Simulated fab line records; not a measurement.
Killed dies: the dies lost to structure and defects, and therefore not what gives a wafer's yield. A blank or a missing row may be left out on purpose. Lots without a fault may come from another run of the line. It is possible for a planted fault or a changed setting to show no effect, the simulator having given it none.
Which of the tools did it?    flow gf180mcu    18 wafers from 6 lots sampled at 2 of the route's 602 steps

== WHAT EACH GAUGE READ, for each wafer ==
GF_NSD_CD_MEAS_07 targets a cd of 400 nm.
lot   measured      on         cd_nm (nm)
L985  day 14 01:03  cd_sem-02  402.3 400.2 401.9
L990  day 15 16:02  cd_sem-02  386.8 389.3 389.1
L997  day 17 19:02  cd_sem-02  396.8 398.3 398.4
L101  day 19 07:54  cd_sem-01  400.0 396.9 397.4
L103  day 19 23:22  cd_sem-02  400.1 399.4 399.1
L107  day 20 17:23  cd_sem-02  400.1 400.1 397.7

== WHICH TOOL RAN EACH LOT (tool, then ch and the chambers of the sampled wafers, then the start) ==
lot   GF_NSD_EXPOSE_04
L985  iline_stepper-01 ch 0, day 13 15:20
L990  iline_stepper-02 ch 0, day 15 05:37
L997  iline_stepper-01 ch 0, day 17 07:46
L101  iline_stepper-01 ch 0, day 18 20:05
L103  iline_stepper-01 ch 0, day 19 11:11
L107  iline_stepper-01 ch 0, day 20 05:34
- GF_NSD_EXPOSE_04: exposes mask Nplus, target cd 400 nm.

== THE ANSWER, worked out from the rows above alone ==
Rule: the usual values come from the lots themselves. Put in order of their means at a reading, lots are off if they are a third of the lots or fewer, leave a main group of 4 or more, and stand apart from it by a gap of 3 or more times the standard deviation of the main group's means; of several such gaps the widest counts. A main group is skipped when, at the precision printed for the reading in the tables above, its means are all equal. A lot without any number at a reading at which 4 lots or more have one is off too. Any other lot the step has rows for is counted as sound.
Off at GF_NSD_CD_MEAS_07 (cd_nm): L990. For the main group the mean is 399.2 nm and the standard deviation 1.3.
A tool fits if, at a process step before that reading, it ran every lot that is off, and no sound lot after the first of them. Those tools and the gauges at GF_NSD_CD_MEAS_07 are tried in the same way. One fits: GF_NSD_EXPOSE_04 on iline_stepper-02. It ran no sound lot before its first lot that is off in this sample, so the start can't be narrowed down.

== WHAT WAS PUT IN BY THE SIMULATOR ==
Process parameter drift: iline_stepper-02, from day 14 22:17 on, at GF_NSD_EXPOSE_04. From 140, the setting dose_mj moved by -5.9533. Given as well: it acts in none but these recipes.
Struck lots among those shown: L990. The same result came from the rule above.
